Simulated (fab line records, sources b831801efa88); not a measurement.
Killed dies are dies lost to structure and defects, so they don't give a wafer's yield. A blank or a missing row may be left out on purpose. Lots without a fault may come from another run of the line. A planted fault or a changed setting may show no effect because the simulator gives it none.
fab line records | flow gf180mcu
record lots=14 wafers=42 last_day=34
route steps=602 shown M4@472 V4@481 MIM@507 V5@544
lots that met no fault: from a run of the same line without faults
start_h: hours from the record's first day to the start of the lot's first wafer shown | wait_h: hours since the lot's step before | " the same as in the row above | L1.1+2: a row that stands for several wafers | - no value, or no start given | * or withheld: withheld | < > ~ a bound
route shown NAME@n: a module of which the file shows steps, and the number in the route of the first | usual: mean/standard deviation of fault-free wafers | same: alike in all rows | chamber/n: place in a boat | sites: the reading at each site | _std_site: their standard deviation | _edge_site: outer sites' mean less inner sites' | radius_mm: how far each site lies from the wafer's centre | mask NAME#n: copy n | behind: the tool/chamber that last shaped the wafer | hold: why the lot was held/for how many hours/how that ended | device: the transistor (n, p or np) that didn't switch | end of line: the same wafers' tests at the end of the route | a step without rows: its recipe alone | killed: dies lost to structure and defects at the first sort, not the wafer's yield | map: a wafer's dies, x killed, . not, _ none there
set.NAME: the setting as run; set.NAME@STEP: as run at that earlier step | model.NAME: the simulator's own value behind a step, which no gauge read
steps of the route over a sample of lots; a table a step, a row a wafer
services: from which hour (start_h, from the record's first day; less than 0 if before it) a tool's chamber was out of use, for how many hours, and why
## steps
# step GF_M4_METAL_ETCH_16
# recipe chemistry=Cl2/BCl3 mask_material=KrF target_depth_nm=627.5 stop_on=SiO2 pressure_mtorr=8 icp_w=800 bias_w=140 Cl2_flow_sccm=80 bcl3_flow_sccm=40 time_s=104.6
# usual drypump_motor_current_A=5.61/0.17 oes_product_au=0.973/0.0081 throttle_valve_pct=28.249/0.01
# columns lot.wafer tool chamber start_h wait_h drypump_motor_current_A oes_product_au rf_hours_counter_h throttle_valve_pct
L943.1 rie_metal-01 0 544.69 0.0 5.73 0.981 7 28.247
L943.5 " 0 " " 5.74 0.969 - 28.253
L943.6 " 1 " " 5.77 0.975 - 28.244
L944.2 rie_metal-02 0 550.44 0.0 5.31 0.979 12 28.233
L944.4 " 0 " " 5.32 0.971 - 28.248
L944.5 " 0 " " 5.32 0.979 - 28.234
L945.3 rie_metal-01 0 561.80 0.1 5.72 0.973 - 28.246
L945.4 " 1 " " 5.79 0.962 - 28.249
L945.5 " 0 " " 5.73 0.978 - 28.245
L946.1 rie_metal-03 1 565.42 0.0 5.63 0.973 6 28.241
L946.2 " 0 " " 5.52 0.978 9 28.247
L946.6 " 1 " " 5.65 0.973 - 28.247
L948.4 rie_metal-03 1 583.88 0.0 5.62 0.965 - 28.239
L948.5 " 1 " " 5.63 0.981 - 28.227
L948.6 " 0 " " 5.53 0.982 - 28.227
L953.2 rie_metal-02 0 628.07 0.0 5.32 0.978 2 28.237
L953.4 " 1 " " 5.43 0.993 - 28.261
L953.5 " 0 " " 5.32 0.972 - 28.257
L954.3 rie_metal-02 0 633.95 0.1 5.34 0.963 - 28.247
L954.4 " 1 " " 5.42 0.958 - 28.245
L954.6 " 0 " " 5.32 0.972 - 28.250
L956.1 rie_metal-03 0 652.41 0.0 5.53 0.964 11 28.237
L956.4 " 1 " " 5.64 0.975 - 28.249
L956.5 " 0 " " 5.53 0.968 - 28.255
L960.2 rie_metal-01 0 676.42 0.0 5.72 0.962 12 28.237
L960.4 " 0 " " 5.74 0.970 - 28.256
L960.6 " 1 " " 5.78 0.972 - 28.250
L961.1 rie_metal-01 1 683.24 0.0 5.77 0.978 1 28.245
L961.3 " 0 " " 5.73 0.972 - 28.240
L961.6 " 0 " " 5.76 0.969 - 28.246
L962.4 rie_metal-01 0 688.75 0.0 5.73 0.953 - 28.256
L962.5 " 1 " " 5.78 0.961 - 28.257
L962.6 " 0 " " 5.74 0.971 - 28.255
L963.1 rie_metal-03 1 698.43 0.0 5.62 0.958 10 28.270
L963.2 " 0 " " 5.55 0.955 0 28.271
L963.3 " 1 " " 5.62 0.960 - 28.270
L965.2 rie_metal-01 0 706.86 0.0 5.72 0.975 13 28.262
L965.4 " 0 " " 5.73 0.982 - 28.243
L965.6 " 1 " " 5.80 0.980 - 28.239
L966.2 rie_metal-02 0 709.89 0.0 5.34 0.958 5 28.259
L966.5 " 1 " " 5.42 0.962 - 28.246
L966.6 " 0 " " 5.33 0.959 - 28.264
# step GF_V4_BOW_MEAS_05
# recipe mode=bow
# usual V4_BOW=132/9.4
# columns lot.wafer tool chamber start_h wait_h V4_BOW[um]
L943.1 film_metro-04 - 545.99 0.2 128
L943.5 " - " " 124
L943.6 " - " " 131
L944.2 film_metro-02 - 551.70 0.2 135
L944.4 " - " " 131
L944.5 " - " " 139
L945.3 film_metro-04 - 563.49 0.1 121
L945.4 " - " " 123
L945.5 " - " " 129
L946.1 film_metro-03 - 566.76 0.1 127
L946.2 " - " " 133
L946.6 " - " " 135
L948.4 film_metro-02 - 585.30 0.2 132
L948.5 " - " " 137
L948.6 " - " " 147
L953.2 film_metro-02 - 629.35 0.2 136
L953.4 " - " " 142
L953.5 " - " " 151
L954.3 film_metro-02 - 635.19 0.2 122
L954.4 " - " " 126
L954.6 " - " " 131
L956.1 film_metro-02 - 653.69 0.2 141
L956.4 " - " " 130
L956.5 " - " " 136
L960.2 film_metro-03 - 677.67 0.2 128
L960.4 " - " " 128
L960.6 " - " " 135
L961.1 film_metro-03 - 684.44 0.2 129
L961.3 " - " " 123
L961.6 " - " " 132
L962.4 film_metro-03 - 689.98 0.2 119
L962.5 " - " " 141
L962.6 " - " " 128
L963.1 film_metro-03 - 699.68 0.1 133
L963.2 " - " " 138
L963.3 " - " " 132
L965.2 film_metro-04 - 708.49 0.2 141
L965.4 " - " " 143
L965.6 " - " " 146
L966.2 film_metro-03 - 711.31 0.3 136
L966.5 " - " " 122
L966.6 " - " " 120
# step GF_MIM_SPUTTER_04
# recipe material=TiN target_thk_nm=50 power_w=6500 time_s=41.7 chamber_pressure_pa=0.4
# usual throttle_valve_pct=29.9/0.87
# columns lot.wafer tool chamber start_h wait_h throttle_valve_pct
L943.1 pvd_sputter-01 - 570.12 0.0 29.9
L943.5 " - " " 31.2
L943.6 " - " " 30.3
L944.2 pvd_sputter-03 - 575.55 0.0 29.4
L944.4 " - " " 30.7
L944.5 " - " " 31.1
L945.3 pvd_sputter-04 - 587.03 0.0 29.7
L945.4 " - " " 29.6
L945.5 " - " " 28.3
L946.1 pvd_sputter-03 - 591.17 0.0 31.1
L946.2 " - " " 29.0
L946.6 " - " " 31.6
L948.4 pvd_sputter-04 - 608.42 0.0 28.3
L948.5 " - " " 29.7
L948.6 " - " " 28.9
L953.2 pvd_sputter-04 - 651.12 0.0 29.8
L953.4 " - " " 28.8
L953.5 " - " " 29.7
L954.3 pvd_sputter-01 - 657.07 0.0 30.0
L954.4 " - " " 29.5
L954.6 " - " " 29.9
L956.1 pvd_sputter-01 - 675.09 0.0 31.4
L956.4 " - " " 30.4
L956.5 " - " " 29.9
L960.2 pvd_sputter-04 - 698.64 0.0 29.5
L960.4 " - " " 28.8
L960.6 " - " " 29.4
L961.1 pvd_sputter-03 - 704.71 0.0 29.6
L961.3 " - " " 31.1
L961.6 " - " " 31.2
L962.4 pvd_sputter-01 - 710.39 0.0 30.1
L962.5 " - " " 29.9
L962.6 " - " " 31.3
L963.1 pvd_sputter-04 - 720.06 0.0 28.3
L963.2 " - " " 29.6
L963.3 " - " " 28.9
L965.2 pvd_sputter-04 - 728.20 0.0 29.4
L965.4 " - " " 28.4
L965.6 " - " " 28.6
L966.2 pvd_sputter-04 - 730.27 0.0 29.7
L966.5 " - " " 29.9
L966.6 " - " " 28.4
# step GF_V5_CMP_04
# recipe material=SiO2 down_force_psi=4 platen_rpm=60 pad_velocity_m_s=0.94248
# usual motor_current_A=12.6/1
# columns lot.wafer tool chamber start_h wait_h motor_current_A
L943.1 cmp-02 1 614.55 0.1 13.7
L943.5 " 0 " " 11.0
L943.6 " 1 " " 13.2
L944.4 cmp-02 3 620.01 0.1 12.0
L944.2 " 0 " " 11.4
L944.5 " 2 " " 11.4
L945.3 cmp-01 0 630.86 0.1 13.1
L945.4 " 1 " " 11.4
L945.5 " 2 " " 13.3
L946.1 cmp-02 1 634.61 0.1 13.6
L946.2 " 2 " " 11.9
L946.6 " 0 " " 11.2
L948.4 cmp-02 1 651.57 0.1 14.2
L948.6 " 3 " " 12.8
L948.5 " 0 " " 11.7
L953.2 cmp-02 0 691.40 0.1 11.5
L953.4 " 1 " " 13.4
L953.5 " 0 " " 11.0
L954.3 cmp-02 0 697.70 0.0 11.2
L954.4 " 2 " " 11.7
L954.6 " 0 " " 11.5
L956.4 cmp-01 3 714.46 0.1 13.6
L956.1 " 0 " " 13.2
L956.5 " 2 " " 13.0
L960.2 cmp-01 3 735.62 0.1 13.8
L960.4 " 0 " " 14.0
L960.6 " 3 " " 12.5
L961.3 cmp-01 3 742.31 0.0 12.7
L961.1 " 0 " " 13.5
L961.6 " 3 " " 13.3
L962.4 cmp-01 0 746.70 0.1 14.5
L962.6 " 2 " " 13.3
L962.5 " 3 " " 12.9
L963.1 cmp-02 1 756.34 0.1 13.9
L963.2 " 2 " " 12.1
L963.3 " 0 " " 11.3
L965.2 cmp-02 0 763.66 0.0 11.1
L965.4 " 3 " " 12.5
L965.6 " 1 " " 14.5
L966.2 cmp-02 3 766.98 0.5 12.0
L966.5 " 1 " " 13.6
L966.6 " 2 " " 11.8
# step GF_V5_BOW_MEAS_05
# recipe mode=bow
# usual V5_BOW=131/9.6
# columns lot.wafer tool chamber start_h wait_h hold V5_BOW[um]
L943.1 film_metro-01 - 614.80 0.2 - 132
L943.5 " - " " - 129
L943.6 " - " " - 135
L944.2 film_metro-03 - 620.28 0.2 - 135
L944.4 " - " " - 132
L944.5 " - " " - 140
L945.3 film_metro-01 - 631.10 0.2 - 118
L945.4 " - " " - 122
L945.5 " - " " - 127
L946.1 film_metro-04 - 634.81 0.1 - 126
L946.2 " - " " - 130
L946.6 " - " " - 135
L948.4 film_metro-03 - 651.83 0.2 - 126
L948.5 " - " " - 130
L948.6 " - " " - 142
L953.2 film_metro-01 - 691.67 0.2 await_dispo/0.2h/release 138
L953.4 " - " " await_dispo/0.2h/release 149
L953.5 " - " " await_dispo/0.2h/release 153
L953.2 film_metro-01 - 691.95 0.3 - -
L953.4 " - " " - -
L953.5 " - " " - -
L954.3 film_metro-01 - 698.04 0.3 await_dispo/0.2h/release 121
L954.4 " - " " await_dispo/0.2h/release 132
L954.6 " - " " await_dispo/0.2h/release 130
L954.3 film_metro-01 - 698.32 0.3 - -
L954.4 " - " " - -
L954.6 " - " " - -
L956.1 film_metro-04 - 714.66 0.1 - 138
L956.4 " - " " - 127
L956.5 " - " " - 131
L960.2 film_metro-04 - 735.89 0.2 - 128
L960.4 " - " " - 126
L960.6 " - " " - 135
L961.1 film_metro-04 - 742.61 0.2 - 127
L961.3 " - " " - 121
L961.6 " - " " - 131
L962.4 film_metro-03 - 746.96 0.2 - 114
L962.5 " - " " - 136
L962.6 " - " " - 121
L963.1 film_metro-04 - 756.64 0.2 - 134
L963.2 " - " " - 140
L963.3 " - " " - 136
L965.2 film_metro-01 - 763.98 0.3 - 141
L965.4 " - " " - 143
L965.6 " - " " - 145
L966.2 film_metro-04 - 767.20 0.2 - 140
L966.5 " - " " - 127
L966.6 " - " " - 126
# step GF_V5_ETCH_17
# recipe chemistry=C4F8/O2/Ar mask_material=KrF target=SiO2 stop_on=TiN source_w=1500 bias_w=1200 pressure_mtorr=40 c4f8_flow_sccm=withheld O2_flow_sccm=6 Ar_flow_sccm=300 time_s=withheld target_depth_a=8550
# usual oes_product_au=0.859/0.0042
# columns lot.wafer tool chamber start_h wait_h oes_product_au
L943.1 rie_diel-03 0 - - 0.864
L943.5 " 2 " " 0.854
L943.6 " 3 " " 0.863
L944.2 rie_diel-02 2 - - 0.865
L944.4 " 3 " " 0.864
L944.5 " 2 " " 0.861
L945.3 rie_diel-01 3 - - 0.857
L945.4 " 0 " " 0.860
L945.5 " 3 " " 0.857
L946.1 rie_diel-02 1 - - 0.865
L946.2 " 3 " " 0.856
L946.6 " 3 " " 0.864
L948.4 rie_diel-03 0 - - 0.863
L948.5 " 3 " " 0.857
L948.6 " 0 " " 0.861
L953.2 rie_diel-01 1 - - 0.855
L953.4 " 0 " " 0.975
L953.5 " 1 " " 0.861
L954.3 rie_diel-03 2 - - 0.859
L954.4 " 3 " " 0.984
L954.6 " 3 " " 0.857
L956.1 rie_diel-01 2 - - 0.860
L956.4 " 1 " " 0.858
L956.5 " 1 " " 0.859
L960.2 rie_diel-01 3 - - 0.856
L960.4 " 0 " " 0.860
L960.6 " 2 " " 0.855
L961.1 rie_diel-01 0 - - 0.855
L961.3 " 1 " " 0.865
L961.6 " 3 " " 0.862
L962.4 rie_diel-03 1 - - 0.854
L962.5 " 3 " " 0.858
L962.6 " 0 " " 0.857
L963.1 rie_diel-02 0 - - 0.861
L963.2 " 3 " " 0.860
L963.3 " 2 " " 0.866
L965.2 rie_diel-02 0 - - 0.860
L965.4 " 3 " " 0.861
L965.6 " 2 " " 0.859
L966.2 rie_diel-01 3 - - 0.867
L966.5 " 0 " " 0.862
L966.6 " 3 " " 0.863
## services
# columns tool chamber start_h hours kind
cmp-01 - 521.71 34.0 repair
cmp-01 - 529.22 1.2 repair
pvd_sputter-01 - 531.37 2.5 repair
rie_metal-03 - 531.87 3.1 repair
rie_diel-02 1 541.44 3.1 repair
cmp-01 - 572.00 4.0 pm
cmp-02 - 572.63 1.8 repair
rie_diel-02 2 579.92 3.2 repair
rie_metal-02 1 580.47 4.4 repair
rie_metal-01 - 592.95 0.2 repair
rie_metal-02 1 613.93 5.6 repair
cmp-02 - 630.34 0.5 repair
rie_metal-01 1 636.20 5.8 repair
rie_diel-01 0 637.65 4.5 repair
rie_metal-02 1 661.97 6.2 repair
pvd_sputter-01 - 682.93 2.6 repair
rie_metal-01 - 718.22 0.7 repair
rie_metal-03 1 721.32 18.0 repair
rie_diel-03 3 723.48 3.5 repair
cmp-02 - 744.33 4.0 pm
cmp-02 - 748.37 5.5 pm
cmp-01 - 764.01 4.3 pm
rie_diel-01 - 769.72 2.8 pm
cmp-01 - 772.01 5.3 pm
## key
first_sign step=GF_V5_BOW_MEAS_05 reading=visit direction=added
effect step=GF_V5_ETCH_17 reading=oes_product_au direction=up sigmas=29 usual=0.859 struck=0.980
met_at GF_V5_CMP_04
struck_lots L953,L954
struck_wafers L953.4,L954.4
sort_left_out L953.4,L954.4
not_acting_at GF_M4_METAL_ETCH_16,GF_V4_BOW_MEAS_05,GF_MIM_SPUTTER_04
onset_between 651.57 691.40
fault kind=process_parameter_drift tool=cmp-02 chamber=- onset_h=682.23 steps=GF_V5_CMP_04 channel=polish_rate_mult offset=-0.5 shape=step end_h=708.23 scope=struck_wafers_only
# sort_left_out: the simulated sort isn't trusted on such a fault, so these wafers' sort isn't shown, and their yield isn't known
